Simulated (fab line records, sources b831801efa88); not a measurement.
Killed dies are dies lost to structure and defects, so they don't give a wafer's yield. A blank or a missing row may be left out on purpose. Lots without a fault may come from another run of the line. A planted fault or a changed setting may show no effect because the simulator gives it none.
Chamber matching | flow gf180mcu | GF_PASSIVATION_CVD_00 on pecvd-03: 3 sister chambers
The step deposits SiO2 from TEOS, target thk 1000 nm, time 111.95 s. 6 wafers are shown with their chamber, then 12 later ones without.

WAFERS WITH THEIR CHAMBER
wafer  | chamber | heater_power_w (W) | susceptor_temp_C (C)
L081.4 | 0       | 659                | 399.92
L084.5 | 2       | 657                | 399.66
L084.6 | 1       | 607                | 399.96
L086.4 | 0       | 504                | 400.06
L086.5 | 2       | 639                | 400.29
L086.6 | 1       | 697                | 399.66

WAFERS WITHOUT THEIR CHAMBER
wafer  | heater_power_w (W) | susceptor_temp_C (C)
L087.1 | 740                | 399.99
L087.2 | 636                | 400.18
L087.4 | 617                | 400.21
L089.2 | 602                | 399.95
L089.4 | 641                | 399.84
L089.6 | 681                | 400.21
L088.2 | 692                | 399.84
L088.3 | 714                | 399.91
L088.5 | 764                | 399.87
L095.1 | 640                | 400.05
L095.4 | 518                | 399.83
L095.5 | 698                | 399.38

WHICH CHAMBER EACH WENT THROUGH
wafer  | from the rows above          | in truth
L087.1 | can't be placed: 2 or 1 or 0 | 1
L087.2 | can't be placed: 2 or 0 or 1 | 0
L087.4 | can't be placed: 0 or 2 or 1 | 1
L089.2 | can't be placed: 0 or 2 or 1 | 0
L089.4 | can't be placed: 1 or 2 or 0 | 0
L089.6 | can't be placed: 2 or 1 or 0 | 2
L088.2 | can't be placed: 1 or 2 or 0 | 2
L088.3 | can't be placed: 1 or 2 or 0 | 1
L088.5 | can't be placed: 1 or 2 or 0 | 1
L095.1 | can't be placed: 2 or 0 or 1 | 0
L095.4 | can't be placed: 0 or 1 or 2 | 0
L095.5 | can't be placed: 1 or 2 or 0 | 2
Placed correctly: 0 of 12. Can't be placed from these rows: 12 (the true chamber is among the candidates in 12). Placed wrongly: 0.
How it was worked out, from the rows above alone: a wafer's distance from a chamber is the root of the sum, over the readings, of the square of ((its reading less the chamber's mean) divided by the reading's scatter). The wafer belongs to the nearest chamber; if the next one is less than 2 further off, it can't be placed. A chamber's mean is the mean of its shown wafers. The scatter: the root of (the sum of the squares of (reading less its chamber's mean) over the shown wafers, divided by (wafers less chambers)).
